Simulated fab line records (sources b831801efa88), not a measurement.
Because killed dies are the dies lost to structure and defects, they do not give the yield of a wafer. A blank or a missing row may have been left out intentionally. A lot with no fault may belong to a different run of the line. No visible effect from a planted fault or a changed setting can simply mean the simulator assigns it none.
Code-filled problem report in 8D (eight disciplines) form + flow sky130 + the parts of the form that need people (team, actions taken, sign-off) are left out

== 1. WHAT WENT WRONG ==
Across 6 wafers from 2 lots, LDD_HVP_TW at SKY_LDD_HVP_TW_MEAS_10 averages 364.1, while fault-free wafers read 458.4 with a standard deviation of 2. That is -47 standard deviations from the usual mean.
Seen first at day 25 09:50 on film_metro-04, wafer L619.1. At this step, 39 wafers from 13 lots have a number in the record. Rule for "out" (also "out of limits"): further than 4 standard deviations from the usual mean. The other wafers with a number count as sound.

== 2. WHAT IT IS, AND WHAT IT ISN'T ==
| question                    | is                           | is not                                                                                                   |
|-----------------------------|------------------------------|----------------------------------------------------------------------------------------------------------|
| which readings at this step | LDD_HVP_TW                   | -                                                                                                        |
| which lots                  | L619, L621                   | L611, L612, L613, L614, L625, L627, L628, L629, L630, L631, L632                                         |
| which wafers of those lots  | all that have a number       | -                                                                                                        |
| read on which gauges        | film_metro-03, film_metro-04 | film_metro-01                                                                                            |
| when                        | from day 25 09:50            | up to then (12 sound wafers); but 21 sound wafers of L625, L627, L628, L629, L630, L631, L632 came after |

== 3. SUSPECTS, AND WHAT RULES EACH OUT ==
Counting: a tool stays on the suspect list if, at a process step up to the reading, it processed all lots that are out and no sound lot following the first of them.
- the gauge at SKY_LDD_HVP_TW_MEAS_10: ruled out. 2 gauges (film_metro-03, film_metro-04) read the wafers that are out.
- implanter-03 at SKY_LDD_HVP_IMPLANT_08: ruled out as a lasting fault. After its first lot that is out, L619 (day 25 09:35), sound lots L628, L631 ran on it.
Left after counting: nothing in the record.

== 4. THE CAUSE (what the simulator had put in) ==
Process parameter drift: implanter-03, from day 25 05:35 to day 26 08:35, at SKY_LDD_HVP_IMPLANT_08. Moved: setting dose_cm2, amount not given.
Counting ruled it out, wrongly: the rule takes a fault to strike every lot that its tool runs from its start on, and this one did not.

== 5. SEQUENCE OF EFFECTS, ordered by route ==
Each row: a reading where the mean over the struck wafers with a number is more than 3 standard deviations away from the usual. Only readings for which the record gives a usual standard deviation are gone through. hours: the time from each lot's start at the first step in this table that gives one to its start at this step, as a median over the lots. sigmas: the change in usual standard deviations.
| hours | step                   | reading            | usual      | on struck wafers | change      | sigmas      |
|-------|------------------------|--------------------|------------|------------------|-------------|-------------|
| 0     | SKY_LDD_HVP_IMPLANT_08 | dose_ions_cm2      | 1.6999e+13 | 7.8545e+12       | -9.1445e+12 | -99 or more |
| 0     | SKY_LDD_HVP_IMPLANT_08 | faraday_current_uA | 96.0       | 43.8             | -52.2       | -29         |
| 0     | SKY_LDD_HVP_TW_MEAS_10 | LDD_HVP_TW         | 458.4      | 364.1            | -94.3       | -47         |
The process steps in it:
- SKY_LDD_HVP_IMPLANT_08
Later measuring or inspecting steps at which every struck wafer that the step has a row for has a number for every such reading, and none has moved that far: SKY_SPACER_THK_MEAS_01.

== 6. WHAT WOULD HAVE CAUGHT IT SOONER ==
In this record the first reading out of limits at a measuring or inspecting step was taken at day 25 09:50, 4 hours after the fault began at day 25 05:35.
The tool's own readings at SKY_LDD_HVP_IMPLANT_08 were out on every struck wafer that the step has a row for (dose_ions_cm2, faraday_current_uA): an alarm limit on them would have fired on the first of those.
